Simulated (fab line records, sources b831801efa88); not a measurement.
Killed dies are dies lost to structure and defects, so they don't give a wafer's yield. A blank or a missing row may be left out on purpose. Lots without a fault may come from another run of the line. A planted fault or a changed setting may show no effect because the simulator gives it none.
A struck lot beside a sound one | flow sfq_line | 14 steps out of a route of 325
Sound: wafers L730.3, L730.5, L730.6. Struck: wafers L739.1, L739.3, L739.4. The cause comes at the end.
At each step with rows: each side's tool, then ch and its chambers, then its first start. Under that, the readings that differ: sound wafers | struck wafers | difference of the means | sigmas: that difference in standard deviations of wafers without a fault.
alike: readings whose means differ by less than 2 such deviations, and words and numbers that are the same on both sides. not compared: withheld readings, readings that some wafer has no value for, bounds like >300 that may hide the same value, and numbers for which the record gives no deviation and whose values overlap.
The two part at a step that has a row with sigmas, a row that says differs or no value, or rows on one side only. Numbers that don't overlap but have no deviation are shown without sigmas and don't part them. A reading that every wafer of one side lacks parts them only if that side has two wafers or more.

SFQ_M6_OVL_MEAS_940:
  sound on overlay-02, day 65 03:36; struck on overlay-01, day 68 23:47
  alike: M6_OVL
SFQ_TRILAYER_M6_BARC_OPEN_METAL_ETCH_206: etches BARC in O2, target depth 125 nm, time 41.7 s.
  sound on rie_metal-03 ch 0,1, day 65 03:39; struck on rie_metal-01 ch 0,1, day 68 23:50
  alike: chamber_pressure_mTorr, drypump_motor_current_A, he_backside_leak_sccm, oes_product_au
  not compared: rf_hours_counter_h
SFQ_TRILAYER_M6_ETCH_METAL_ETCH_162: etches Nb in Cl2/Ar, stops on SiO2, target depth 240 nm, time 120 s.
  sound on rie_metal-03 ch 0,1, day 65 03:44; struck on rie_metal-01 ch 0,1, day 68 23:53
  alike: chamber_pressure_mTorr, drypump_motor_current_A, he_backside_leak_sccm, oes_product_au
  not compared: rf_hours_counter_h
then, 2 steps without rows for these wafers: SFQ_TRILAYER_M6_STRIP_STRIP_163 (strips in O2); SFQ_TRILAYER_M6_STRIP_SOLV_CLEAN_164 (cleans in NMP, time 600 s).
SFQ_TRILAYER_I6_DEP_PECVD_165: deposits SiO2 from SiH4/N2O, time 111.11 s, target thk 500 nm.
  sound on pecvd-01 ch 0,1,2, day 65 04:35; struck on pecvd-01 ch 0,1,2, day 69 00:47
  alike: heater_power_outer_w, heater_power_w, throttle_valve_pct
SFQ_TRILAYER_I6_CMP_CMP_166: polishes SiO2.
  sound on cmp-01 ch 2,3, day 65 04:40; struck on cmp-01 ch 0,2,3, day 69 00:52
  alike: motor_current_A, retaining_ring_pressure_frac, time_to_endpoint_s
SFQ_I6_BOW_MEAS_941:
  sound on film_metro-03, day 65 07:42; struck on film_metro-04, day 69 03:52
  alike: I6_BOW
SFQ_TRILAYER_I6_METRO_MEASURE_167:
  sound on film_metro-03, day 65 08:11; struck on film_metro-04, day 69 03:59
  alike: thk_nm
then, 3 steps without rows for these wafers: SFQ_TRILAYER_I6_VIA_LITHO_COAT_174 (resist thk 62 nm); SFQ_TRILAYER_I6_VIA_LITHO_COAT_169 (resist thk 650 nm); SFQ_TRILAYER_I6_VIA_LITHO_SOFTBAKE_173.
-- the record jumps here: 4 days lie between the struck wafers' starts before and after --
SFQ_TRILAYER_I6_VIA_LITHO_EXPOSE_170: exposes mask I6, target cd 700 nm.
  sound on krf_scanner-02 ch 0, day 70 04:41; struck on krf_scanner-02, day 73 05:15
  no value came back on the struck wafers for exposure_dose_mJ_cm2, focus_offset_nm (nm), sigma_outer; on the sound wafers exposure_dose_mJ_cm2 reads 21.318 21.316 21.297
  alike: mask
then, 1 step without rows for these wafers: SFQ_TRILAYER_I6_VIA_LITHO_PEB_172 (peb time 60 s).

WHERE THEY PART
Only at SFQ_TRILAYER_I6_VIA_LITHO_EXPOSE_170, within this record.

WHY: what the simulator had put in
Skipped step whole: krf_scanner-02, from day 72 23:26 on, at SFQ_TRILAYER_I6_VIA_LITHO_EXPOSE_170. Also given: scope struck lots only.
